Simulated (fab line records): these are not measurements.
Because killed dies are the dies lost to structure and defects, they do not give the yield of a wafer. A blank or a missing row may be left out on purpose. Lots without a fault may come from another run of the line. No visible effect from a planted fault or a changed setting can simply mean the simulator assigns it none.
Which tool was responsible? | flow sfqLine | 21 wafers from 7 lots sampled at 2 of the route's 325 steps

== WHAT THE GAUGES SHOWED, per wafer ==
SFQ_M4_RS_MEAS_924: a four-point-probe measurement.
lot  | measured     | on           | M4_NB_RS (ohm/sq)
L146 | day 39 15:22 | filmMetro-02 | 0.891 0.890 0.882
L149 | day 40 06:46 | filmMetro-02 | 0.898 0.895 0.889
L152 | day 46 16:12 | filmMetro-03 | 0.654 0.651 0.649
L157 | day 48 20:44 | filmMetro-02 | 0.895 0.899 0.912
L161 | day 50 07:41 | filmMetro-03 | 0.892 0.889 0.875
L165 | day 51 16:16 | filmMetro-01 | 0.905 0.907 0.913
L167 | day 52 02:34 | filmMetro-02 | 0.881 0.879 0.869

== TOOL THAT RAN EACH LOT (tool first, then ch and the chambers of the sampled wafers, then the start) ==
lot  | SFQ_TRILAYER_M4_DEP_SPUTTER_091
L146 | pvdSputter-03, day 39 15:16
L149 | pvdSputter-03, day 40 06:38
L152 | pvdSputter-06, day 46 16:05
L157 | pvdSputter-03, day 48 20:38
L161 | pvdSputter-03, day 50 07:36
L165 | pvdSputter-04, day 51 16:09
L167 | pvdSputter-06, day 52 02:28
- SFQ_TRILAYER_M4_DEP_SPUTTER_091: material Nb, target thk 200 nm, time 133.3 s.

== THE ANSWER, worked out from the rows above alone ==
Rule: what is usual is taken from the lots themselves. The widest of any qualifying gaps counts: lots, ordered by their means at a reading, are off when they make up no more than a third of the lots, leave a main group of 4 or more, and stand apart from it by 3 or more times the standard deviation of that group's means. A main group whose means are all the same, to the digits that the tables above print for the reading, isn't used. Also off: a lot with no number at a reading for which 4 or more lots have one. Any other lot the step has rows for is counted as sound.
Off: L152, seen at SFQ_M4_RS_MEAS_924 (M4_NB_RS). The main group: mean 0.892 ohm/sq, standard deviation 0.011.
If a tool, at a process step before that reading, ran all the lots that are off and no sound lot after the first of them, it fits. The gauges at SFQ_M4_RS_MEAS_924 are tried like those tools. No candidate that was tried fits.

== WHAT THE SIMULATOR HAD PUT IN ==
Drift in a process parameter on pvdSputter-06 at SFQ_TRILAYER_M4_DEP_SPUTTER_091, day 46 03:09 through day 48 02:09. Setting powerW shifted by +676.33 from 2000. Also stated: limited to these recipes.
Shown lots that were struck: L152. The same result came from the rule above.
